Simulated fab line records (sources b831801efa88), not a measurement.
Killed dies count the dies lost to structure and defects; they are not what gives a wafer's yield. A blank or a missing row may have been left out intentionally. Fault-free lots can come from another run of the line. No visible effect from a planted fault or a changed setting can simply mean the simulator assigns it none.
Which tool is to blame? | flow gf180mcu | 7 lots (21 wafers sampled), 1 step of a 602-step route

== WHAT EACH GAUGE READ, for each wafer ==
GF_M4_CD_MEAS_14: the cd target is 280 nm.
lot  | measured     | on        | cd_nm (nm)
L256 | day 25 05:04 | cd_sem-01 | 281.5 281.0 281.6
L261 | day 26 21:26 | cd_sem-01 | 280.4 279.5 279.9
L266 | day 28 08:08 | cd_sem-02 | 281.1 279.6 280.1
L268 | day 28 18:55 | cd_sem-01 | 281.3 281.2 281.0
L270 | day 29 07:16 | cd_sem-01 | 278.7 278.6 279.6
L272 | day 29 18:51 | cd_sem-01 | 279.5 280.1 280.7
L274 | day 30 04:35 | cd_sem-01 | 279.9 279.9 279.8

== WHICH TOOL RAN EACH LOT (tool, then ch and the chambers of the sampled wafers, then the start) ==
Record: no process step prior to these readings.

== THE ANSWER, worked out from the rows above alone ==
Rule: what is usual is taken from the lots themselves. The widest of any qualifying gaps counts: lots, ordered by their means at a reading, are off when they make up no more than a third of the lots, leave a main group of 4 or more, and stand apart from it by 3 or more times the standard deviation of that group's means. Not used: any main group whose means are identical at the precision the tables above print for the reading. Also off: a lot with no number at a reading for which 4 or more lots have one. The other lots that the step has rows for count as sound.
None of the lots is off at any reading shown; this tells nothing.

== WHAT HAD BEEN PUT IN BY THE SIMULATOR ==
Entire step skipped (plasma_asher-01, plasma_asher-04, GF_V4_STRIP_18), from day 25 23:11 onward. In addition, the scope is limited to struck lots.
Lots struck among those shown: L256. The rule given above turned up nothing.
